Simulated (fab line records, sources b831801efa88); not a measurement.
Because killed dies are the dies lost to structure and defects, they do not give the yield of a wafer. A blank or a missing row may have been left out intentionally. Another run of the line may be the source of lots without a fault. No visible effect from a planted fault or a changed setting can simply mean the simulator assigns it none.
Which tool is to blame? / flow sfq line / Sampling: 7 lots, 21 wafers, 4 of 325 route steps

## WHAT THE GAUGES SHOWED, per wafer
SFQ_M6_RS_MEAS_938: a four-point-probe measurement.
lot=L597; measured=day 70 12:29; on=film metro-01; M6_NB_RS (ohm/sq)=0.916 0.891 0.903
lot=L600; measured=day 70 20:53; on=film metro-03; M6_NB_RS (ohm/sq)=0.914 0.913 0.915
lot=L610; measured=day 72 01:10; on=film metro-03; M6_NB_RS (ohm/sq)=0.871 0.869 0.886
lot=L612; measured=day 72 16:50; on=film metro-03; M6_NB_RS (ohm/sq)=1.860 1.839 0.893 1.863 1.838 0.894
lot=L614; measured=day 73 04:44; on=film metro-03; M6_NB_RS (ohm/sq)=0.892 0.893 0.901
lot=L616; measured=day 73 12:20; on=film metro-03; M6_NB_RS (ohm/sq)=0.889 0.890 0.886
lot=L619; measured=day 73 18:27; on=film metro-03; M6_NB_RS (ohm/sq)=0.910 0.899 0.921

## TOOL THAT RAN EACH LOT (tool first, then ch and the chambers of the sampled wafers, then the start)
lot=L597; SFQ_TRILAYER_I5_STRIP_STRIP_148=rie metal-02 ch 0,1, day 66 08:28; SFQ_TRILAYER_C5_STRIP_STRIP_155=rie metal-03 ch 0,1, day 70 11:45; SFQ_TRILAYER_M6_DEP_SPUTTER_157=pvd sputter-06, day 70 12:22
lot=L600; SFQ_TRILAYER_I5_STRIP_STRIP_148=rie metal-01 ch 0,1, day 66 14:16; SFQ_TRILAYER_C5_STRIP_STRIP_155=rie metal-02 ch 0, day 70 19:57; SFQ_TRILAYER_M6_DEP_SPUTTER_157=pvd sputter-05, day 70 20:46
lot=L610; SFQ_TRILAYER_I5_STRIP_STRIP_148=rie metal-01 ch 0,1, day 67 21:35; SFQ_TRILAYER_C5_STRIP_STRIP_155=rie metal-03 ch 0,1, day 72 00:14; SFQ_TRILAYER_M6_DEP_SPUTTER_157=pvd sputter-03, day 72 01:04
lot=L612; SFQ_TRILAYER_I5_STRIP_STRIP_148=rie metal-02 ch 0,1, day 68 09:47; SFQ_TRILAYER_C5_STRIP_STRIP_155=rie metal-03 ch 0,1, day 72 16:02; SFQ_TRILAYER_M6_DEP_SPUTTER_157=pvd sputter-05, day 72 16:43
lot=L614; SFQ_TRILAYER_I5_STRIP_STRIP_148=rie metal-04 ch 0,1, day 68 17:59; SFQ_TRILAYER_C5_STRIP_STRIP_155=rie metal-01 ch 0,1, day 73 03:50; SFQ_TRILAYER_M6_DEP_SPUTTER_157=pvd sputter-06, day 73 04:38
lot=L616; SFQ_TRILAYER_I5_STRIP_STRIP_148=rie metal-02 ch 0, day 68 23:59; SFQ_TRILAYER_C5_STRIP_STRIP_155=rie metal-02 ch 1, day 73 11:25; SFQ_TRILAYER_M6_DEP_SPUTTER_157=pvd sputter-06, day 73 12:14
lot=L619; SFQ_TRILAYER_I5_STRIP_STRIP_148=rie metal-04 ch 0,1, day 69 10:47; SFQ_TRILAYER_C5_STRIP_STRIP_155=rie metal-03 ch 1, day 73 17:32; SFQ_TRILAYER_M6_DEP_SPUTTER_157=pvd sputter-06, day 73 18:20
- SFQ_TRILAYER_I5_STRIP_STRIP_148: strips in O2.
- SFQ_TRILAYER_C5_STRIP_STRIP_155: strips in O2.
- SFQ_TRILAYER_M6_DEP_SPUTTER_157: material Nb, target thk 200 nm, time 133.3 s.

## THE ANSWER, worked out from the rows above alone
Rule: usual is defined by the lots themselves. The widest of any qualifying gaps counts: lots, ordered by their means at a reading, are off when they make up no more than a third of the lots, leave a main group of 4 or more, and stand apart from it by 3 or more times the standard deviation of that group's means. A main group is skipped when, at the precision printed for the reading in the tables above, its means are all equal. Also off: a lot with no number at a reading for which 4 or more lots have one. Any other lot the step has rows for is counted as sound.
Off: at SFQ_M6_RS_MEAS_938 (M6_NB_RS), L612. For the main group the mean is 0.898 ohm/sq and the standard deviation 0.013.
If a tool, at a process step before that reading, ran all the lots that are off and no sound lot after the first of them, it fits. The gauges at SFQ_M6_RS_MEAS_938 are tried like those tools. One candidate fits, namely pvd sputter-05 at SFQ_TRILAYER_M6_DEP_SPUTTER_157. Its last sound lot is L600 (day 70 20:46), its first lot that is off L612 (day 72 16:43): a fault that began between those two fits.

## WHAT THE SIMULATOR HAD INSERTED
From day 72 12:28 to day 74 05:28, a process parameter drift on pvd sputter-05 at SFQ_TRILAYER_M6_DEP_SPUTTER_157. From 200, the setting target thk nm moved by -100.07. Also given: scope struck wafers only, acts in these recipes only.
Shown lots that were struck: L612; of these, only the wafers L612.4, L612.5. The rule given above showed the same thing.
